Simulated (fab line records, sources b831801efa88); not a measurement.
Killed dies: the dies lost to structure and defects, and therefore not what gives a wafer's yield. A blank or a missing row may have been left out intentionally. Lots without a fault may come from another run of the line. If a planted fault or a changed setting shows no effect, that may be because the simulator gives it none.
fab line records + flow gf180mcu
[record]
- lots = 5
- wafers = 15
- lastDay = 34
route steps=602 shown M2@368 V2@382
lots that met no fault: from a run of the same line without faults
startH: the number of hours between the record's first day and the start of the first shown wafer of the lot + waitH: hours since the lot's step before + " unchanged from the row above + L1.1+2: one row covering several wafers at once + - value missing, or start not given + * or withheld: withheld + < > ~ a bound
route shown NAME@n: a module of which the file shows steps, and the number in the route of the first + usual: the fault-free wafers' mean and standard deviation + same: alike in all rows + chamber/n: place in a boat + sites: each site's reading + _std_site: their standard deviation + _edge_site: mean of outer sites minus mean of inner sites + radiusMm: how far each site lies from the wafer's centre + mask NAME#n: copy n + behind: the most recent tool/chamber to have shaped the wafer + hold: reason for holding the lot/hours on hold/outcome of the hold + device: the n, p or np transistor that did not switch + end of line: tests of these same wafers at the route's end + step lacking rows: just its recipe + killed: not the wafer's yield, but the dies lost to structure and defects at the first sort + map: a wafer's dies, marking killed ones x, the rest . and places with no die _
set.NAME: the setting that was run; set.NAME@STEP: the one run at that earlier step + model.NAME: the simulator's own value behind a step, which no gauge read
a table for each step, a row for each wafer; lots at some steps of the route
services: the hour from which a tool's chamber was out of use, counted from the record's first day as startH (under 0 if before that day), plus the number of hours and why
[[steps]]
[step GF_M2_THK_MEAS_06]
[recipe]
- thkMeasGauge = xrf
- reads = AlCu_of_M2_SPUTTER_02
[usual]
- M2_ALCU_THK = 445/8.6
| lot.wafer | tool         | chamber | startH | waitH | M2_ALCU_THK[nm] |
|-----------|--------------|---------|--------|-------|-----------------|
| L074.2    | filmMetro-04 | -       | 410.32 | 0.1   | 455             |
| L074.3    | "            | -       | "      | "     | 449             |
| L074.6    | "            | -       | "      | "     | 449             |
| L077.3    | filmMetro-02 | -       | 441.05 | 0.1   | 444             |
| L077.5    | "            | -       | "      | "     | 454             |
| L077.6    | "            | -       | "      | "     | 444             |
| L078.3    | filmMetro-02 | -       | 457.22 | 0.1   | 432             |
| L078.5    | "            | -       | "      | "     | 440             |
| L078.6    | "            | -       | "      | "     | 437             |
| L090.1    | filmMetro-03 | -       | 565.27 | 0.1   | 456             |
| L090.3    | "            | -       | "      | "     | 440             |
| L090.6    | "            | -       | "      | "     | 435             |
| L096.2    | filmMetro-04 | -       | 598.19 | 0.1   | 444             |
| L096.3    | "            | -       | "      | "     | 445             |
| L096.4    | "            | -       | "      | "     | 439             |
[step GF_M2_DEHYDRATE_07]
[recipe]
- tempC = 200
- timeS = 60
| lot.wafer  | tool          | chamber | startH | waitH |
|------------|---------------|---------|--------|-------|
| L074.2+3+6 | lithoTrack-02 | 0       | 421.97 | 11.6  |
| L077.3+5+6 | lithoTrack-03 | 0       | 452.95 | 11.9  |
| L078.3+5+6 | lithoTrack-03 | 0       | 468.30 | 11.1  |
| L090.1+3+6 | lithoTrack-01 | 0       | 575.27 | 10.0  |
| L096.2+3+4 | lithoTrack-03 | 0       | 607.78 | 9.6   |
[step GF_M2_HMDS_08]
[recipe]
- primeTimeS = 60
- primeTempC = 120
| lot.wafer  | tool          | chamber | startH | waitH |
|------------|---------------|---------|--------|-------|
| L074.2+3+6 | lithoTrack-02 | 0       | 422.12 | 0.1   |
| L077.3+5+6 | lithoTrack-03 | 0       | 453.10 | 0.1   |
| L078.3+5+6 | lithoTrack-03 | 0       | 468.45 | 0.1   |
| L090.1+3+6 | lithoTrack-01 | 0       | 575.42 | 0.1   |
| L096.2+3+4 | lithoTrack-03 | 0       | 607.93 | 0.1   |
[step GF_M2_COAT_09]
[recipe]
- resist = KrF
- spinRpm = withheld
- resistThkNm = 1000
| lot.wafer  | tool          | chamber | startH | waitH |
|------------|---------------|---------|--------|-------|
| L074.2+3+6 | lithoTrack-02 | 0       | 422.27 | 0.1   |
| L077.3+5+6 | lithoTrack-03 | 0       | 453.25 | 0.1   |
| L078.3+5+6 | lithoTrack-03 | 0       | 468.60 | 0.1   |
| L090.1+3+6 | lithoTrack-01 | 0       | 575.57 | 0.1   |
| L096.2+3+4 | lithoTrack-03 | 0       | 608.08 | 0.1   |
[step GF_M2_SOFTBAKE_10]
[recipe]
- tempC = 130
- timeS = 60
- resist = KrF
| lot.wafer  | tool          | chamber | startH | waitH |
|------------|---------------|---------|--------|-------|
| L074.2+3+6 | lithoTrack-02 | 0       | 422.42 | 0.1   |
| L077.3+5+6 | lithoTrack-03 | 0       | 453.40 | 0.1   |
| L078.3+5+6 | lithoTrack-03 | 0       | 468.75 | 0.1   |
| L090.1+3+6 | lithoTrack-01 | 0       | 575.72 | 0.1   |
| L096.2+3+4 | lithoTrack-03 | 0       | 608.23 | 0.1   |
[step GF_M2_EXPOSE_11]
[recipe]
- maskId = Metal2
- targetCdNm = 280
- na = 0.68
- sourceShape = conventional
- sigmaOuter = 0.6
- doseMj = 28
[same]
- sigmaOuter = 0.6
| lot.wafer  | tool          | chamber | startH | waitH | mask     |
|------------|---------------|---------|--------|-------|----------|
| L074.2+3+6 | krfScanner-02 | 0       | -      | -     | Metal2#0 |
| L077.3+5+6 | krfScanner-02 | 0       | -      | -     | Metal2#0 |
| L078.3+5+6 | krfScanner-02 | 0       | -      | -     | Metal2#0 |
| L090.1+3+6 | krfScanner-02 | 0       | -      | -     | Metal2#0 |
| L096.2+3+4 | krfScanner-02 | 0       | -      | -     | Metal2#0 |
[step GF_M2_PEB_12]
[recipe]
- pebTempC = 135
- pebTimeS = 90
- resist = KrF
| lot.wafer  | tool          | chamber | startH | waitH |
|------------|---------------|---------|--------|-------|
| L074.2+3+6 | lithoTrack-01 | 0       | -      | -     |
| L077.3+5+6 | lithoTrack-02 | 0       | -      | -     |
| L078.3+5+6 | lithoTrack-02 | 0       | -      | -     |
| L090.1+3+6 | lithoTrack-02 | 0       | -      | -     |
| L096.2+3+4 | lithoTrack-02 | 0       | -      | -     |
[step GF_M2_DEVELOP_13]
[recipe]
- developTimeS = 60
- devTempC = 21
| lot.wafer  | tool          | chamber | startH | waitH |
|------------|---------------|---------|--------|-------|
| L074.2+3+6 | lithoTrack-01 | 0       | 434.15 | 0.2   |
| L077.3+5+6 | lithoTrack-02 | 0       | 465.85 | 0.1   |
| L078.3+5+6 | lithoTrack-02 | 0       | 480.85 | 0.1   |
| L090.1+3+6 | lithoTrack-02 | 0       | 586.05 | 0.2   |
| L096.2+3+4 | lithoTrack-02 | 0       | 618.32 | 0.2   |
[step GF_M2_CD_MEAS_14]
[recipe]
- targetCdNm = 280
[usual]
- cdNm = 280.3/1.2
| lot.wafer | tool     | chamber | startH | waitH | cdNm  |
|-----------|----------|---------|--------|-------|-------|
| L074.2    | cdSem-01 | -       | 434.29 | 0.1   | 281.3 |
| L074.3    | "        | -       | "      | "     | 280.6 |
| L074.6    | "        | -       | "      | "     | 280.7 |
| L077.3    | cdSem-01 | -       | 465.99 | 0.1   | 279.5 |
| L077.5    | "        | -       | "      | "     | 279.7 |
| L077.6    | "        | -       | "      | "     | 279.3 |
| L078.3    | cdSem-01 | -       | 480.99 | 0.1   | 276.6 |
| L078.5    | "        | -       | "      | "     | 277.6 |
| L078.6    | "        | -       | "      | "     | 277.9 |
| L090.1    | cdSem-01 | -       | 586.20 | 0.1   | 280.1 |
| L090.3    | "        | -       | "      | "     | 279.8 |
| L090.6    | "        | -       | "      | "     | 279.4 |
| L096.2    | cdSem-02 | -       | 618.47 | 0.1   | 280.4 |
| L096.3    | "        | -       | "      | "     | 280.1 |
| L096.4    | "        | -       | "      | "     | 280.0 |
[step GF_M2_OVL_MEAS_15]
[usual]
- M2_OVL = -3/4.8
| lot.wafer | tool       | chamber | startH | waitH | M2_OVL[nm] |
|-----------|------------|---------|--------|-------|------------|
| L074.2    | overlay-01 | -       | 434.40 | 0.1   | -12        |
| L074.3    | "          | -       | "      | "     | -8         |
| L074.6    | "          | -       | "      | "     | -7         |
| L077.3    | overlay-02 | -       | 466.08 | 0.1   | -5         |
| L077.5    | "          | -       | "      | "     | 0          |
| L077.6    | "          | -       | "      | "     | -8         |
| L078.3    | overlay-01 | -       | 481.08 | 0.1   | -11        |
| L078.5    | "          | -       | "      | "     | 1          |
| L078.6    | "          | -       | "      | "     | 2          |
| L090.1    | overlay-02 | -       | 586.32 | 0.1   | -1         |
| L090.3    | "          | -       | "      | "     | 0          |
| L090.6    | "          | -       | "      | "     | 3          |
| L096.2    | overlay-01 | -       | 618.57 | 0.1   | 4          |
| L096.3    | "          | -       | "      | "     | -1         |
| L096.4    | "          | -       | "      | "     | 5          |
[step GF_M2_METAL_ETCH_16]
[recipe]
- chemistry = Cl2/BCl3
- maskMaterial = KrF
- targetDepthNm = 627.5
- stopOn = SiO2
- pressureMtorr = 8
- icpW = 800
- biasW = 140
- Cl2_flow_sccm = 80
- bcl3FlowSccm = 40
- timeS = 104.6
[usual]
- drypumpMotorCurrentA = 5.7/0.31
- oesProductAu = 0.973/0.0084
- throttleValvePct = 28.250/0.011
| lot.wafer | tool        | chamber | startH | waitH | drypumpMotorCurrentA | oesProductAu | rfHoursCounterH | throttleValvePct |
|-----------|-------------|---------|--------|-------|----------------------|--------------|-----------------|------------------|
| L074.2    | rieMetal-01 | 0       | 434.43 | 0.0   | 6.3                  | 0.976        | 8.4             | 28.248           |
| L074.3    | "           | 0       | "      | "     | 6.3                  | 0.973        | -               | 28.248           |
| L074.6    | "           | 0       | "      | "     | 6.3                  | 0.970        | -               | 28.245           |
| L077.3    | rieMetal-02 | 1       | 466.14 | 0.1   | 5.7                  | 0.979        | -               | 28.250           |
| L077.5    | "           | 1       | "      | "     | 5.7                  | 0.974        | -               | 28.234           |
| L077.6    | "           | 0       | "      | "     | 5.7                  | 0.979        | -               | 28.257           |
| L078.3    | rieMetal-01 | 1       | 481.14 | 0.1   | 5.5                  | 0.960        | -               | 28.252           |
| L078.5    | "           | 1       | "      | "     | 5.5                  | 0.967        | -               | 28.233           |
| L078.6    | "           | 0       | "      | "     | 6.3                  | 0.960        | -               | 28.279           |
| L090.1    | rieMetal-03 | 1       | 586.35 | 0.0   | 5.2                  | 0.967        | 6.2             | 28.249           |
| L090.3    | "           | 0       | "      | "     | 5.7                  | 0.969        | -               | 28.253           |
| L090.6    | "           | 1       | "      | "     | 5.2                  | 0.969        | -               | 28.264           |
| L096.2    | rieMetal-02 | 1       | 618.60 | 0.0   | 5.6                  | 0.967        | 9.8             | 28.250           |
| L096.3    | "           | 0       | "      | "     | 5.6                  | 0.961        | -               | 28.259           |
| L096.4    | "           | 1       | "      | "     | 5.7                  | 0.967        | -               | 28.265           |
[step GF_M2_STRIP_17]
[recipe]
- chemistry = O2/N2
- powerW = 1400
- pressureMtorr = 1500
- platenTempC = 250
- o2FlowSccm = 3000
- n2FlowSccm = 300
- overashFraction = 0.5
[usual]
- drypumpMotorCurrentA = 5.7/0.42
- heaterPowerW = 309/35
- n2FlowSccm = 299.9/0.82
- oesProductAu = 0.558/0.0052
- stripTimeToEndpointS = 7.87/0.061
| lot.wafer | tool           | chamber | startH | waitH | drypumpMotorCurrentA | heaterPowerW | n2FlowSccm | oesProductAu | rfHoursCounterH | stripTimeToEndpointS |
|-----------|----------------|---------|--------|-------|----------------------|--------------|------------|--------------|-----------------|----------------------|
| L074.2    | plasmaAsher-04 | 1       | 434.54 | 0.1   | 5.1                  | 251          | 299.4      | 0.556        | 33              | 7.90                 |
| L074.3    | "              | 1       | "      | "     | 5.1                  | 252          | 298.7      | 0.553        | -               | 7.90                 |
| L074.6    | "              | 0       | "      | "     | 5.7                  | 341          | 299.5      | 0.563        | -               | 7.88                 |
| L077.3    | plasmaAsher-03 | 0       | 466.25 | 0.1   | 6.0                  | 313          | 300.0      | 0.555        | -               | 7.84                 |
| L077.5    | "              | 1       | "      | "     | 6.0                  | 274          | 300.8      | 0.557        | -               | 7.81                 |
| L077.6    | "              | 0       | "      | "     | 6.0                  | 314          | 300.2      | 0.558        | -               | 7.90                 |
| L078.3    | plasmaAsher-03 | 0       | 481.25 | 0.1   | 6.0                  | 317          | 300.3      | 0.561        | -               | 7.78                 |
| L078.5    | "              | 1       | "      | "     | 6.0                  | 277          | 299.6      | 0.557        | -               | 7.82                 |
| L078.6    | "              | 0       | "      | "     | 6.0                  | 310          | 299.9      | 0.553        | -               | 7.81                 |
| L090.1    | plasmaAsher-03 | 0       | 586.46 | 0.1   | 6.0                  | 310          | 299.7      | 0.563        | 92              | 8.02                 |
| L090.3    | "              | 0       | "      | "     | 6.0                  | 307          | 300.0      | 0.559        | -               | 7.81                 |
| L090.6    | "              | 1       | "      | "     | 6.0                  | 285          | 299.3      | 0.558        | -               | 7.96                 |
| L096.2    | plasmaAsher-03 | 1       | 618.71 | 0.1   | 6.0                  | 276          | 298.0      | 0.558        | 95              | 7.91                 |
| L096.3    | "              | 1       | "      | "     | 6.0                  | 279          | 298.1      | 0.559        | -               | 7.92                 |
| L096.4    | "              | 0       | "      | "     | 6.0                  | 304          | 298.6      | 0.558        | -               | 7.86                 |
[step GF_M2_STRIP_18]
[recipe]
- chemistry = postEtchResidueRemover
- timeS = 1200
- tempC = 72.5
[usual]
- tempC = 72.52/0.14
| lot.wafer | tool        | chamber | startH | waitH | tempC |
|-----------|-------------|---------|--------|-------|-------|
| L074.2    | wetBench-04 | 0       | 434.64 | 0.1   | 72.62 |
| L074.3    | "           | 0       | "      | "     | 72.60 |
| L074.6    | "           | 0       | "      | "     | 72.40 |
| L077.3    | wetBench-01 | 1       | 466.32 | 0.0   | 72.67 |
| L077.5    | "           | 1       | "      | "     | 72.46 |
| L077.6    | "           | 1       | "      | "     | 72.54 |
| L078.3    | wetBench-03 | 1       | 481.32 | 0.0   | 72.54 |
| L078.5    | "           | 1       | "      | "     | 72.48 |
| L078.6    | "           | 1       | "      | "     | 72.63 |
| L090.1    | wetBench-04 | 0       | 586.56 | 0.1   | 72.52 |
| L090.3    | "           | 0       | "      | "     | 72.36 |
| L090.6    | "           | 0       | "      | "     | 72.55 |
| L096.2    | wetBench-04 | 3       | 618.81 | 0.1   | 72.03 |
| L096.3    | "           | 3       | "      | "     | 72.29 |
| L096.4    | "           | 3       | "      | "     | 72.17 |
[step GF_M2_CLEAN_19]
[recipe]
- chemistry = DIW
- dry = n2Spin
| lot.wafer  | tool        | chamber | startH | waitH |
|------------|-------------|---------|--------|-------|
| L074.2+3+6 | wetBench-03 | 2       | 434.98 | 0.0   |
| L077.3+5+6 | wetBench-03 | 0       | 466.66 | 0.0   |
| L078.3+5+6 | wetBench-01 | 2       | 481.69 | 0.0   |
| L090.1+3+6 | wetBench-03 | 1       | 586.91 | 0.0   |
| L096.2+3+4 | wetBench-01 | 1       | 619.16 | 0.0   |
[step GF_V2_CVD_00]
[recipe]
- material = SiO2
- targetThkNm = 600
- sigmaOpenFrac = 0.3
- tempC = 400
- timeS = 100
- sih4FlowSccm = 60
- pressureMtorr = 6
[usual]
- sih4FlowSccm = 60.00/0.17
- susceptorTempC = 400.02/0.25
| lot.wafer | tool      | chamber | startH | waitH | sih4FlowSccm | susceptorTempC |
|-----------|-----------|---------|--------|-------|--------------|----------------|
| L074.2    | hdpcvd-01 | 2       | 435.07 | 0.0   | 60.11        | 399.94         |
| L074.3    | "         | 0       | "      | "     | 60.11        | 400.55         |
| L074.6    | "         | 1       | "      | "     | 59.89        | 400.15         |
| L077.3    | hdpcvd-01 | 0       | 466.75 | 0.0   | 59.76        | 399.78         |
| L077.5    | "         | 0       | "      | "     | 59.91        | 399.99         |
| L077.6    | "         | 1       | "      | "     | 60.14        | 399.82         |
| L078.3    | hdpcvd-01 | 2       | 481.78 | 0.0   | 59.85        | 400.00         |
| L078.5    | "         | 2       | "      | "     | 60.04        | 399.98         |
| L078.6    | "         | 1       | "      | "     | 60.25        | 400.01         |
| L090.1    | hdpcvd-01 | 0       | 587.00 | 0.0   | 60.10        | 399.74         |
| L090.3    | "         | 2       | "      | "     | 60.13        | 400.07         |
| L090.6    | "         | 2       | "      | "     | 60.05        | 399.92         |
| L096.2    | hdpcvd-01 | 1       | 619.25 | 0.0   | 60.03        | 400.01         |
| L096.3    | "         | 0       | "      | "     | 59.77        | 399.84         |
| L096.4    | "         | 2       | "      | "     | 59.91        | 399.77         |
[step GF_V2_THK_MEAS_01]
[recipe]
- reads = SiO2_of_V2_CVD_00
[usual]
- V2_CVD_00_THK = 600/8.2
| lot.wafer | tool         | chamber | startH | waitH | V2_CVD_00_THK[nm] |
|-----------|--------------|---------|--------|-------|-------------------|
| L074.2    | filmMetro-04 | -       | 435.15 | 0.0   | 609               |
| L074.3    | "            | -       | "      | "     | 592               |
| L074.6    | "            | -       | "      | "     | 614               |
| L077.3    | filmMetro-02 | -       | 466.84 | 0.1   | 594               |
| L077.5    | "            | -       | "      | "     | 595               |
| L077.6    | "            | -       | "      | "     | 605               |
| L078.3    | filmMetro-02 | -       | 481.87 | 0.1   | 610               |
| L078.5    | "            | -       | "      | "     | 600               |
| L078.6    | "            | -       | "      | "     | 606               |
| L090.1    | filmMetro-02 | -       | 587.07 | 0.0   | 588               |
| L090.3    | "            | -       | "      | "     | 608               |
| L090.6    | "            | -       | "      | "     | 612               |
| L096.2    | filmMetro-02 | -       | 619.33 | 0.0   | 606               |
| L096.3    | "            | -       | "      | "     | 588               |
| L096.4    | "            | -       | "      | "     | 600               |
[step GF_V2_CVD_02]
[recipe]
- material = SiO2
- targetThkNm = 850
- precursor = TEOS
- tempC = 400
- timeS = 94.851
- rfW = 600
[usual]
- heaterPowerW = 683/83
- susceptorTempC = 399.99/0.22
| lot.wafer | tool     | chamber | startH | waitH | heaterPowerW | susceptorTempC |
|-----------|----------|---------|--------|-------|--------------|----------------|
| L074.2    | pecvd-04 | 2       | 435.20 | 0.0   | 709          | 400.54         |
| L074.3    | "        | 1       | "      | "     | 608          | 400.43         |
| L074.6    | "        | 2       | "      | "     | 742          | 400.08         |
| L077.3    | pecvd-02 | 2       | 466.92 | 0.1   | 675          | 400.04         |
| L077.5    | "        | 1       | "      | "     | 621          | 399.94         |
| L077.6    | "        | 2       | "      | "     | 697          | 399.98         |
| L078.3    | pecvd-03 | 2       | 481.91 | 0.0   | 613          | 400.00         |
| L078.5    | "        | 2       | "      | "     | 665          | 399.69         |
| L078.6    | "        | 1       | "      | "     | 753          | 399.64         |
| L090.1    | pecvd-02 | 1       | 587.13 | 0.1   | 646          | 399.80         |
| L090.3    | "        | 0       | "      | "     | 758          | 399.59         |
| L090.6    | "        | 2       | "      | "     | 634          | 400.17         |
| L096.2    | pecvd-03 | 2       | 619.38 | 0.0   | 650          | 400.12         |
| L096.3    | "        | 1       | "      | "     | 834          | 400.18         |
| L096.4    | "        | 1       | "      | "     | 679          | 399.88         |
[step GF_V2_THK_MEAS_03]
[recipe]
- reads = SiO2_of_V2_CVD_02
[usual]
- V2_CVD_02_THK = 854/12
| lot.wafer | tool         | chamber | startH | waitH | V2_CVD_02_THK[nm] |
|-----------|--------------|---------|--------|-------|-------------------|
| L074.2    | filmMetro-02 | -       | 435.28 | 0.0   | 837               |
| L074.3    | "            | -       | "      | "     | 842               |
| L074.6    | "            | -       | "      | "     | 840               |
| L077.3    | filmMetro-04 | -       | 467.01 | 0.1   | 856               |
| L077.5    | "            | -       | "      | "     | 861               |
| L077.6    | "            | -       | "      | "     | 856               |
| L078.3    | filmMetro-01 | -       | 482.00 | 0.1   | 833               |
| L078.5    | "            | -       | "      | "     | 851               |
| L078.6    | "            | -       | "      | "     | 872               |
| L090.1    | filmMetro-01 | -       | 587.20 | 0.0   | 855               |
| L090.3    | "            | -       | "      | "     | 849               |
| L090.6    | "            | -       | "      | "     | 864               |
| L096.2    | filmMetro-01 | -       | 619.46 | 0.0   | 825               |
| L096.3    | "            | -       | "      | "     | 859               |
| L096.4    | "            | -       | "      | "     | 873               |
[step GF_V2_CMP_04]
[recipe]
- material = SiO2
- downForcePsi = 4
- platenRpm = 60
- padVelocityMS = 0.94248
[usual]
- motorCurrentA = 12.2/1.5
- timeToEndpointS = 78/6.2
| lot.wafer | tool   | chamber | startH | waitH | motorCurrentA | timeToEndpointS |
|-----------|--------|---------|--------|-------|---------------|-----------------|
| L074.2    | cmp-02 | 0       | 435.33 | 0.0   | 12.5          | 65              |
| L074.3    | "      | 2       | "      | "     | 12.8          | 78              |
| L074.6    | "      | 0       | "      | "     | 12.0          | 70              |
| L077.3    | cmp-01 | 0       | 467.10 | 0.1   | 12.2          | 79              |
| L077.5    | "      | 3       | "      | "     | 9.3           | 86              |
| L077.6    | "      | 0       | "      | "     | 11.8          | 79              |
| L078.3    | cmp-02 | 1       | 482.16 | 0.1   | 13.3          | 73              |
| L078.5    | "      | 0       | "      | "     | 12.3          | 73              |
| L078.6    | "      | 1       | "      | "     | 12.9          | 86              |
| L090.1    | cmp-01 | 1       | 587.36 | 0.1   | 14.7          | 77              |
| L090.3    | "      | 2       | "      | "     | 10.4          | 78              |
| L090.6    | "      | 0       | "      | "     | 11.5          | 77              |
| L096.2    | cmp-01 | 1       | 619.51 | 0.0   | 15.0          | 68              |
| L096.4    | "      | 2       | "      | "     | 11.0          | 84              |
| L096.3    | "      | 0       | "      | "     | 12.1          | 77              |
[step GF_V2_BOW_MEAS_05]
[recipe]
- mode = bow
[usual]
- V2_BOW = 100/8
| lot.wafer | tool         | chamber | startH | waitH | V2_BOW[um] |
|-----------|--------------|---------|--------|-------|------------|
| L074.2    | filmMetro-02 | -       | 435.65 | 0.3   | 80         |
| L074.3    | "            | -       | "      | "     | 96         |
| L074.6    | "            | -       | "      | "     | 110        |
| L077.3    | filmMetro-01 | -       | 467.39 | 0.2   | 112        |
| L077.5    | "            | -       | "      | "     | 105        |
| L077.6    | "            | -       | "      | "     | 102        |
| L078.3    | filmMetro-02 | -       | 482.45 | 0.2   | 105        |
| L078.5    | "            | -       | "      | "     | 92         |
| L078.6    | "            | -       | "      | "     | 102        |
| L090.1    | filmMetro-04 | -       | 587.56 | 0.1   | 95         |
| L090.3    | "            | -       | "      | "     | 101        |
| L090.6    | "            | -       | "      | "     | 97         |
| L096.2    | filmMetro-04 | -       | 619.83 | 0.3   | 99         |
| L096.3    | "            | -       | "      | "     | 103        |
| L096.4    | "            | -       | "      | "     | 97         |
[step GF_V2_DEHYDRATE_06]
[recipe]
- tempC = 200
- timeS = 60
| lot.wafer  | tool          | chamber | startH | waitH |
|------------|---------------|---------|--------|-------|
| L074.2+3+6 | lithoTrack-01 | 0       | 447.50 | 11.8  |
| L077.3+5+6 | lithoTrack-04 | 0       | 478.82 | 11.4  |
| L078.3+5+6 | lithoTrack-01 | 0       | 493.22 | 10.8  |
| L090.1+3+6 | lithoTrack-01 | 0       | 597.22 | 9.6   |
| L096.2+3+4 | lithoTrack-02 | 0       | 629.27 | 9.4   |
[step GF_V2_HMDS_07]
[recipe]
- primeTimeS = 60
- primeTempC = 120
| lot.wafer  | tool          | chamber | startH | waitH |
|------------|---------------|---------|--------|-------|
| L074.2+3+6 | lithoTrack-01 | 0       | 447.65 | 0.1   |
| L077.3+5+6 | lithoTrack-04 | 0       | 478.97 | 0.1   |
| L078.3+5+6 | lithoTrack-01 | 0       | 493.37 | 0.1   |
| L090.1+3+6 | lithoTrack-01 | 0       | 597.37 | 0.1   |
| L096.2+3+4 | lithoTrack-02 | 0       | 629.42 | 0.1   |
[step GF_V2_COAT_08]
[recipe]
- resist = BARC
- tempC = withheld
- timeS = withheld
- spinRpm = withheld
- resistThkNm = withheld
| lot.wafer  | tool          | chamber | startH | waitH |
|------------|---------------|---------|--------|-------|
| L074.2+3+6 | lithoTrack-01 | 0       | 447.80 | 0.1   |
| L077.3+5+6 | lithoTrack-04 | 0       | 479.12 | 0.1   |
| L078.3+5+6 | lithoTrack-01 | 0       | 493.52 | 0.1   |
| L090.1+3+6 | lithoTrack-01 | 0       | 597.52 | 0.1   |
| L096.2+3+4 | lithoTrack-02 | 0       | 629.57 | 0.1   |
[step GF_V2_COAT_09]
[recipe]
- resist = KrF
- spinRpm = withheld
- resistThkNm = 1000
| lot.wafer  | tool          | chamber | startH | waitH |
|------------|---------------|---------|--------|-------|
| L074.2+3+6 | lithoTrack-01 | 0       | -      | -     |
| L077.3+5+6 | lithoTrack-04 | 0       | -      | -     |
| L078.3+5+6 | lithoTrack-01 | 0       | -      | -     |
| L090.1+3+6 | lithoTrack-01 | 0       | -      | -     |
| L096.2+3+4 | lithoTrack-02 | 0       | -      | -     |
[step GF_V2_SOFTBAKE_10]
[recipe]
- tempC = 130
- timeS = 60
- resist = KrF
| lot.wafer  | tool          | chamber | startH | waitH |
|------------|---------------|---------|--------|-------|
| L074.2+3+6 | lithoTrack-01 | 0       | -      | -     |
| L077.3+5+6 | lithoTrack-04 | 0       | -      | -     |
| L078.3+5+6 | lithoTrack-01 | 0       | -      | -     |
| L090.1+3+6 | lithoTrack-01 | 0       | -      | -     |
| L096.2+3+4 | lithoTrack-02 | 0       | -      | -     |
[step GF_V2_EXPOSE_11]
[recipe]
- maskId = Via2
- targetCdNm = 260
- na = 0.68
- sourceShape = conventional
- sigmaOuter = 0.6
- doseMj = 38
[same]
- sigmaOuter = 0.6
| lot.wafer  | tool          | chamber | startH | waitH | mask   |
|------------|---------------|---------|--------|-------|--------|
| L074.2+3+6 | krfScanner-01 | 0       | -      | -     | Via2#0 |
| L077.3+5+6 | krfScanner-02 | 0       | -      | -     | Via2#0 |
| L078.3+5+6 | krfScanner-02 | 0       | -      | -     | Via2#0 |
| L090.1+3+6 | krfScanner-01 | 0       | -      | -     | Via2#0 |
| L096.2+3+4 | krfScanner-01 | 0       | -      | -     | Via2#0 |
[[services]]
| tool           | chamber | startH | hours | kind   |
|----------------|---------|--------|-------|--------|
| krfScanner-02  | -       | 401.68 | 0.8   | pm     |
| krfScanner-02  | -       | 410.22 | 0.4   | repair |
| wetBench-03    | -       | 449.78 | 6.4   | repair |
| cmp-01         | -       | 458.06 | 1.1   | repair |
| krfScanner-01  | -       | 468.64 | 36.0  | pm     |
| plasmaAsher-03 | -       | 485.96 | 0.4   | repair |
| cmp-01         | -       | 494.03 | 0.7   | repair |
| krfScanner-01  | -       | 504.64 | 1.0   | pm     |
| krfScanner-01  | -       | 505.64 | 1.3   | pm     |
| krfScanner-02  | -       | 512.12 | 1.3   | pm     |
| krfScanner-01  | -       | 521.55 | 4.4   | pm     |
| wetBench-04    | -       | 523.97 | 2.4   | repair |
| krfScanner-01  | -       | 527.98 | 3.9   | repair |
| krfScanner-01  | -       | 531.91 | 0.8   | pm     |
| krfScanner-02  | -       | 533.59 | 1.0   | pm     |
| cmp-01         | -       | 554.73 | 2.9   | repair |
| hdpcvd-01      | 2       | 568.67 | 3.4   | repair |
| krfScanner-02  | -       | 570.48 | 0.8   | pm     |
| cmp-01         | -       | 572.00 | 4.0   | pm     |
| krfScanner-02  | -       | 576.30 | 4.4   | pm     |
| cmp-01         | -       | 576.78 | 4.4   | pm     |
| krfScanner-01  | -       | 603.86 | 0.9   | repair |
| krfScanner-02  | -       | 612.73 | 0.2   | repair |
| hdpcvd-01      | 2       | 622.82 | 9.8   | repair |
[[key]]
fault none
